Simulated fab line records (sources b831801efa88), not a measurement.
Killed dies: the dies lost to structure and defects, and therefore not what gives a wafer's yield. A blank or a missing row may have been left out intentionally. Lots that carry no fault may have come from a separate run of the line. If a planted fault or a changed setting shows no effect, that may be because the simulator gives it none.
Chamber matching | flow gf180mcu | GF_V4_CVD_02 on pecvd-03: 3 sister chambers
The step deposits SiO2 from TEOS, target thk 850 nm, time 94.851 s. 20 wafers are shown with their chamber, then 10 later ones without.

WAFERS, EACH WITH ITS CHAMBER
wafer  | chamber | heater_power_w (W)
L075.2 | 0       | 584
L075.3 | 1       | 633
L075.4 | 1       | 654
L076.1 | 1       | 623
L076.4 | 2       | 588
L076.5 | 0       | 472
L078.1 | 0       | 590
L078.3 | 2       | 518
L078.5 | 1       | 654
L079.2 | 2       | 598
L079.3 | 1       | 543
L079.4 | 0       | 542
L080.2 | 0       | 515
L080.3 | 2       | 613
L080.4 | 0       | 567
L083.1 | 2       | 545
L083.2 | 0       | 593
L083.6 | 2       | 598
L084.3 | 2       | 585
L084.4 | 2       | 608

SIGNATURES, as means of the wafers listed above
reading        | chamber 0 | chamber 1 | chamber 2 | scatter within a chamber
heater_power_w | 551.86    | 621.40    | 581.62    | 40.8
Rule: a wafer lies at a distance from a chamber equal to the root of the sum of squares, over the readings, of (its reading less the chamber's mean, divided by the reading's scatter). If the next closest chamber is less than 2 further off than the closest, the wafer can't be placed; otherwise it belongs to the closest. How the scatter is found: for the shown wafers, subtract from each reading the mean of its chamber, square and add these, divide the total by (wafers less chambers), then take the root.

WAFERS WITHOUT THEIR CHAMBER
wafer  | heater_power_w (W)
L084.6 | 527
L086.2 | 512
L086.5 | 568
L086.6 | 556
L093.1 | 532
L093.2 | 483
L093.6 | 546
L096.1 | 561
L096.3 | 606
L096.4 | 618

EACH ONE'S CHAMBER
wafer  | from the rows above          | in truth
L084.6 | can't be placed: 0 or 2 or 1 | 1
L086.2 | can't be placed: 0 or 2 or 1 | 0
L086.5 | can't be placed: 2 or 0 or 1 | 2
L086.6 | can't be placed: 0 or 2 or 1 | 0
L093.1 | can't be placed: 0 or 2 or 1 | 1
L093.2 | can't be placed: 0 or 2 or 1 | 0
L093.6 | can't be placed: 0 or 2 or 1 | 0
L096.1 | can't be placed: 0 or 2 or 1 | 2
L096.3 | can't be placed: 1 or 2 or 0 | 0
L096.4 | can't be placed: 1 or 2 or 0 | 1
0 of 10 placed correctly. Not placeable from these rows: 10 (in 10, the candidates include the true chamber). 0 placed wrongly.
